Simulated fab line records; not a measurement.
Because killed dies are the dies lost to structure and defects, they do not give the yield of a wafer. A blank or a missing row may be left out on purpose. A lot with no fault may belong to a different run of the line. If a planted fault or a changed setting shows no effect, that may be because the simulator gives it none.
Which tool was responsible? :: flow gf180mcu :: 14 lots with 41 wafers sampled at 5 steps, on a route of 602 steps

## WHAT THE GAUGES READ, wafer by wafer
GF_HV_LDD_CD_MEAS_31 targets a cd of 400 nm.
lot: L561
measured: day 11 14:31
on: cd-sem-01
cd-nm (nm): 403.8 401.8 404.2

lot: L562
measured: day 12 00:46
on: cd-sem-02
cd-nm (nm): 399.1 397.7 399.7

lot: L563
measured: day 12 06:14
on: cd-sem-01
cd-nm (nm): 402.1 402.0 401.3

lot: L564
measured: day 12 16:12
on: cd-sem-02
cd-nm (nm): 392.2 396.2 396.9

lot: L571
measured: day 14 21:35
on: cd-sem-02
cd-nm (nm): 397.8 397.8

lot: L573
measured: day 15 08:50
on: cd-sem-01
cd-nm (nm): 401.5 399.2 400.8

lot: L575
measured: day 16 04:23
on: cd-sem-02
cd-nm (nm): 401.2 401.3 399.0

lot: L576
measured: day 16 12:59
on: cd-sem-02
cd-nm (nm): 399.2 395.4 396.9

lot: L577
measured: day 16 20:14
on: cd-sem-02
cd-nm (nm): 402.3 398.7 403.7

lot: L578
measured: day 17 03:54
on: cd-sem-02
cd-nm (nm): 404.3 401.7 400.2

lot: L579
measured: day 17 21:13
on: cd-sem-02
cd-nm (nm): 401.3 398.8 399.1

lot: L581
measured: day 18 06:04
on: cd-sem-02
cd-nm (nm): 403.6 403.3 404.6

lot: L583
measured: day 18 20:22
on: cd-sem-01
cd-nm (nm): 401.4 403.0 402.9

lot: L584
measured: day 19 06:38
on: cd-sem-01
cd-nm (nm): 396.5 394.8 398.1

GF_SAB_THK_MEAS_01.
lot: L561
measured: day 14 06:19
on: film-metro-04
SAB_CVD_00_THK (nm): 48.6 49.4 50.6

lot: L562
measured: day 14 18:35
on: film-metro-04
SAB_CVD_00_THK (nm): 49.9 49.6 50.9

lot: L563
measured: day 15 00:32
on: film-metro-01
SAB_CVD_00_THK (nm): 49.0 49.4 50.4

lot: L564
measured: day 15 11:57
on: film-metro-04
SAB_CVD_00_THK (nm): 48.6 49.6 49.6

lot: L571
measured: day 17 21:25
on: film-metro-04
SAB_CVD_00_THK (nm): 48.2 47.6

lot: L573
measured: day 18 12:19
on: film-metro-01
SAB_CVD_00_THK (nm): 49.8 46.6 47.2

lot: L575
measured: day 19 08:27
on: film-metro-02
SAB_CVD_00_THK (nm): 49.4 48.9 50.1

lot: L576
measured: day 19 17:35
on: film-metro-01
SAB_CVD_00_THK (nm): 49.5 50.5 49.9

lot: L577
measured: day 19 23:19
on: film-metro-04
SAB_CVD_00_THK (nm): 49.6 48.7 49.3

lot: L578
measured: day 20 07:50
on: film-metro-01
SAB_CVD_00_THK (nm): 49.8 50.9 50.6

lot: L579
measured: day 21 03:02
on: film-metro-01
SAB_CVD_00_THK (nm): 48.8 49.6 49.9

lot: L581
measured: day 21 11:10
on: film-metro-01
SAB_CVD_00_THK (nm): 49.8 50.7 51.0

lot: L583
measured: day 22 01:58
on: film-metro-01
SAB_CVD_00_THK (nm): 49.1 50.4 50.9

lot: L584
measured: day 22 11:23
on: film-metro-04
SAB_CVD_00_THK (nm): 49.5 50.3 49.7

GF_SAB_CD_MEAS_09 targets a cd of 420 nm.
lot: L561
measured: day 15 04:10
on: cd-sem-01
cd-nm (nm): 422.0 420.2 421.5

lot: L562
measured: day 15 16:19
on: cd-sem-02
cd-nm (nm): 416.6 418.0 417.9

lot: L563
measured: day 15 22:18
on: cd-sem-02
cd-nm (nm): 422.5 422.9 424.3

lot: L564
measured: day 16 09:12
on: cd-sem-02
cd-nm (nm): 423.5 422.6 422.0

lot: L571
measured: day 18 20:32
on: cd-sem-02
cd-nm (nm): 419.5 422.6

lot: L573
measured: day 19 12:10
on: cd-sem-02
cd-nm (nm): 421.5 419.7 421.4

lot: L575
measured: day 20 08:14
on: cd-sem-01
cd-nm (nm): 419.9 415.1 418.6

lot: L576
measured: day 20 17:31
on: cd-sem-01
cd-nm (nm): 422.2 422.4 425.2

lot: L577
measured: day 20 23:08
on: cd-sem-02
cd-nm (nm): 421.3 420.3 421.1

lot: L578
measured: day 21 07:44
on: cd-sem-01
cd-nm (nm): 417.8 417.0 417.5

lot: L579
measured: day 22 02:23
on: cd-sem-02
cd-nm (nm): 424.2 422.2 422.5

lot: L581
measured: day 22 10:46
on: cd-sem-01
cd-nm (nm): 419.6 420.6 419.7

lot: L583
measured: day 23 00:05
on: cd-sem-01
cd-nm (nm): 420.9 422.0 420.3

lot: L584
measured: day 23 09:53
on: cd-sem-01
cd-nm (nm): 421.6 419.1 421.0

## WHAT TOOL EACH LOT RAN ON (gives the tool, then ch and the chambers of the sampled wafers, and finally the start)
lot: L561
GF_HV_LDD_STRIP_37: plasma-asher-03 ch 0,1, day 11 15:16
GF_SAB_CVD_00: pecvd-02 ch 0,1, day 14 06:18

lot: L562
GF_HV_LDD_STRIP_37: plasma-asher-04 ch 0,1, day 12 01:31
GF_SAB_CVD_00: pecvd-02 ch 0,1,2, day 14 18:34

lot: L563
GF_HV_LDD_STRIP_37: plasma-asher-03 ch 0,1, day 12 06:59
GF_SAB_CVD_00: pecvd-01 ch 1,2, day 15 00:31

lot: L564
GF_HV_LDD_STRIP_37: plasma-asher-02 ch 0,1, day 12 16:56
GF_SAB_CVD_00: pecvd-01 ch 0,1, day 15 11:55

lot: L571
GF_HV_LDD_STRIP_37: plasma-asher-04 ch 0,1, day 14 22:20
GF_SAB_CVD_00: pecvd-01 ch 0,2, day 17 21:24

lot: L573
GF_HV_LDD_STRIP_37: plasma-asher-02 ch 0,1, day 15 09:35
GF_SAB_CVD_00: pecvd-01 ch 0,1, day 18 12:18

lot: L575
GF_HV_LDD_STRIP_37: plasma-asher-02 ch 0,1, day 16 05:07
GF_SAB_CVD_00: pecvd-02 ch 0,1, day 19 08:25

lot: L576
GF_HV_LDD_STRIP_37: plasma-asher-02 ch 0,1, day 16 13:44
GF_SAB_CVD_00: pecvd-03 ch 0,2, day 19 17:31

lot: L577
GF_HV_LDD_STRIP_37: plasma-asher-03 ch 0,1, day 16 20:59
GF_SAB_CVD_00: pecvd-03 ch 0,1,2, day 19 23:18

lot: L578
GF_HV_LDD_STRIP_37: plasma-asher-03 ch 0,1, day 17 04:39
GF_SAB_CVD_00: pecvd-02 ch 1,2, day 20 07:48

lot: L579
GF_HV_LDD_STRIP_37: plasma-asher-03 ch 0,1, day 17 21:58
GF_SAB_CVD_00: pecvd-03 ch 0,1,2, day 21 03:01

lot: L581
GF_HV_LDD_STRIP_37: plasma-asher-02 ch 0,1, day 18 06:49
GF_SAB_CVD_00: pecvd-02 ch 0,1, day 21 11:07

lot: L583
GF_HV_LDD_STRIP_37: plasma-asher-04 ch 0,1, day 18 21:07
GF_SAB_CVD_00: pecvd-02 ch 0,1,2, day 22 01:57

lot: L584
GF_HV_LDD_STRIP_37: plasma-asher-03 ch 1, day 19 07:23
GF_SAB_CVD_00: pecvd-03 ch 1,2, day 22 11:22
- GF_HV_LDD_STRIP_37: strips in O2/N2.
- GF_SAB_CVD_00: deposits SiO2 from TEOS, target thk 50 nm, time 4.9302 s.

## AS READ BY THE TOOLS THEMSELVES (means over the sampled wafers that have a number; for cases with no such wafer, the mark the record gives instead)
GF_HV_LDD_STRIP_37.
lot: L561
tool: plasma-asher-03
drypump-motor-current-A (A): 5.71
heater-power-w (W): 329
oes-product-au (a.u.): 0.714
strip-time-to-endpoint-s (s): 12.69

lot: L562
tool: plasma-asher-04
drypump-motor-current-A (A): 5.63
heater-power-w (W): 366
oes-product-au (a.u.): 0.712
strip-time-to-endpoint-s (s): 12.67

lot: L563
tool: plasma-asher-03
drypump-motor-current-A (A): 5.67
heater-power-w (W): 324
oes-product-au (a.u.): 0.715
strip-time-to-endpoint-s (s): 12.67

lot: L564
tool: plasma-asher-02
drypump-motor-current-A (A): 6.02
heater-power-w (W): 349
oes-product-au (a.u.): 0.716
strip-time-to-endpoint-s (s): 12.65

lot: L571
tool: plasma-asher-04
drypump-motor-current-A (A): 5.71
heater-power-w (W): 358
oes-product-au (a.u.): 0.710
strip-time-to-endpoint-s (s): 12.61

lot: L573
tool: plasma-asher-02
drypump-motor-current-A (A): 6.01
heater-power-w (W): 350
oes-product-au (a.u.): 0.714
strip-time-to-endpoint-s (s): 12.60

lot: L575
tool: plasma-asher-02
drypump-motor-current-A (A): 6.00
heater-power-w (W): 356
oes-product-au (a.u.): 0.717
strip-time-to-endpoint-s (s): 12.62

lot: L576
tool: plasma-asher-02
drypump-motor-current-A (A): 5.91
heater-power-w (W): 345
oes-product-au (a.u.): 0.715
strip-time-to-endpoint-s (s): 12.68

lot: L577
tool: plasma-asher-03
drypump-motor-current-A (A): 5.76
heater-power-w (W): 334
oes-product-au (a.u.): 0.716
strip-time-to-endpoint-s (s): 12.63

lot: L578
tool: plasma-asher-03
drypump-motor-current-A (A): 5.69
heater-power-w (W): 330
oes-product-au (a.u.): 0.713
strip-time-to-endpoint-s (s): 12.62

lot: L579
tool: plasma-asher-03
drypump-motor-current-A (A): 5.68
heater-power-w (W): 330
oes-product-au (a.u.): 0.715
strip-time-to-endpoint-s (s): 12.66

lot: L581
tool: plasma-asher-02
drypump-motor-current-A (A): 5.90
heater-power-w (W): 337
oes-product-au (a.u.): 0.715
strip-time-to-endpoint-s (s): 12.69

lot: L583
tool: plasma-asher-04
drypump-motor-current-A (A): 5.64
heater-power-w (W): 364
oes-product-au (a.u.): 0.715
strip-time-to-endpoint-s (s): 12.59

lot: L584
tool: plasma-asher-03
drypump-motor-current-A (A): 5.58
heater-power-w (W): 320
oes-product-au (a.u.): 0.725
strip-time-to-endpoint-s (s): 12.65

GF_SAB_CVD_00.
lot: L561
tool: pecvd-02
heater-power-w (W): 750

lot: L562
tool: pecvd-02
heater-power-w (W): 676

lot: L563
tool: pecvd-01
heater-power-w (W): 711

lot: L564
tool: pecvd-01
heater-power-w (W): 675

lot: L571
tool: pecvd-01
heater-power-w (W): 782

lot: L573
tool: pecvd-01
heater-power-w (W): 708

lot: L575
tool: pecvd-02
heater-power-w (W): 724

lot: L576
tool: pecvd-03
heater-power-w (W): 746

lot: L577
tool: pecvd-03
heater-power-w (W): 664

lot: L578
tool: pecvd-02
heater-power-w (W): 631

lot: L579
tool: pecvd-03
heater-power-w (W): 674

lot: L581
tool: pecvd-02
heater-power-w (W): 687

lot: L583
tool: pecvd-02
heater-power-w (W): 660

lot: L584
tool: pecvd-03
heater-power-w (W): 647

## THE ANSWER, worked out from the rows above alone
Rule: usual is defined by the lots themselves. Put in order of their means at a reading, lots are off if they are a third of the lots or fewer, leave a main group of 4 or more, and stand apart from it by a gap of 3 or more times the standard deviation of the main group's means; of several such gaps the widest counts. If all means in a main group match to the digits the tables above print for the reading, that group is not used. A lot without any number at a reading at which 4 lots or more have one is off too. Where the step has rows for the other lots, those lots are counted as sound. After the gauges, taken in route order, come the tools' own readings; for these a lot's mean is taken, as printed above. The first step at which some lot is off is used, and at that step the reading that is off furthest; a lot without a number counts as furthest.
Off: L571, L573, seen at GF_SAB_THK_MEAS_01 (SAB_CVD_00_THK). The main group has a mean of 49.8 nm with a standard deviation of 0.42.
If a tool, at a process step before that reading, ran all the lots that are off and no sound lot after the first of them, it fits. The gauges at GF_SAB_THK_MEAS_01 are tried like those tools. One candidate fits, namely pecvd-01 at GF_SAB_CVD_00. Its last sound lot is L564 (day 15 11:55), its first lot that is off L571 (day 17 21:24): a fault that began between those two fits.

## WHAT THE SIMULATOR HAD INSERTED
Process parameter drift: pecvd-01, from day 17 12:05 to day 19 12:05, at GF_SAB_CVD_00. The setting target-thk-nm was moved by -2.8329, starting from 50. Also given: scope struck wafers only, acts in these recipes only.
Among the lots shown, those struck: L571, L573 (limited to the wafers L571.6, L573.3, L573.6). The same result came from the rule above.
